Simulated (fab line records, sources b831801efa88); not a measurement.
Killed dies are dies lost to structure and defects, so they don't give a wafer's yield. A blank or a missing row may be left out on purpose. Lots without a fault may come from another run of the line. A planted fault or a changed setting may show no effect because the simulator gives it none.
Which tool did it? | flow sfq_line | 7 lots, 21 wafers sampled, at 1 step of a route of 325

WHAT THE GAUGES READ, wafer by wafer
SFQ_C5_OVL_MEAS_937.
lot  | measured     | on         | C5_OVL (nm)
L866 | day 67 09:07 | overlay-01 | 3 4 -1
L868 | day 67 11:30 | overlay-01 | -3 0 -5
L878 | day 73 03:51 | overlay-02 | -8 -1 0
L879 | day 80 20:59 | overlay-01 | 0 1 -2
L881 | day 81 05:22 | overlay-01 | 2 -1 0
L883 | day 82 09:05 | overlay-01 | 6 6 7
L887 | day 82 23:16 | overlay-01 | 8 6 5

WHICH TOOL RAN EACH LOT (tool, then ch and the chambers of the sampled wafers, then the start)
The record holds no process step before these readings.

THE ANSWER, worked out from the rows above alone
Rule: what is usual is taken from the lots themselves. Put in order of their means at a reading, lots are off if they are a third of the lots or fewer, leave a main group of 4 or more, and stand apart from it by a gap of 3 or more times the standard deviation of the main group's means; of several such gaps the widest counts. A main group whose means are all the same, to the digits that the tables above print for the reading, isn't used. A lot without any number at a reading at which 4 lots or more have one is off too. The other lots that the step has rows for count as sound.
No lot is off at any reading shown: from this, nothing can be told.

WHAT THE SIMULATOR HAD PUT IN
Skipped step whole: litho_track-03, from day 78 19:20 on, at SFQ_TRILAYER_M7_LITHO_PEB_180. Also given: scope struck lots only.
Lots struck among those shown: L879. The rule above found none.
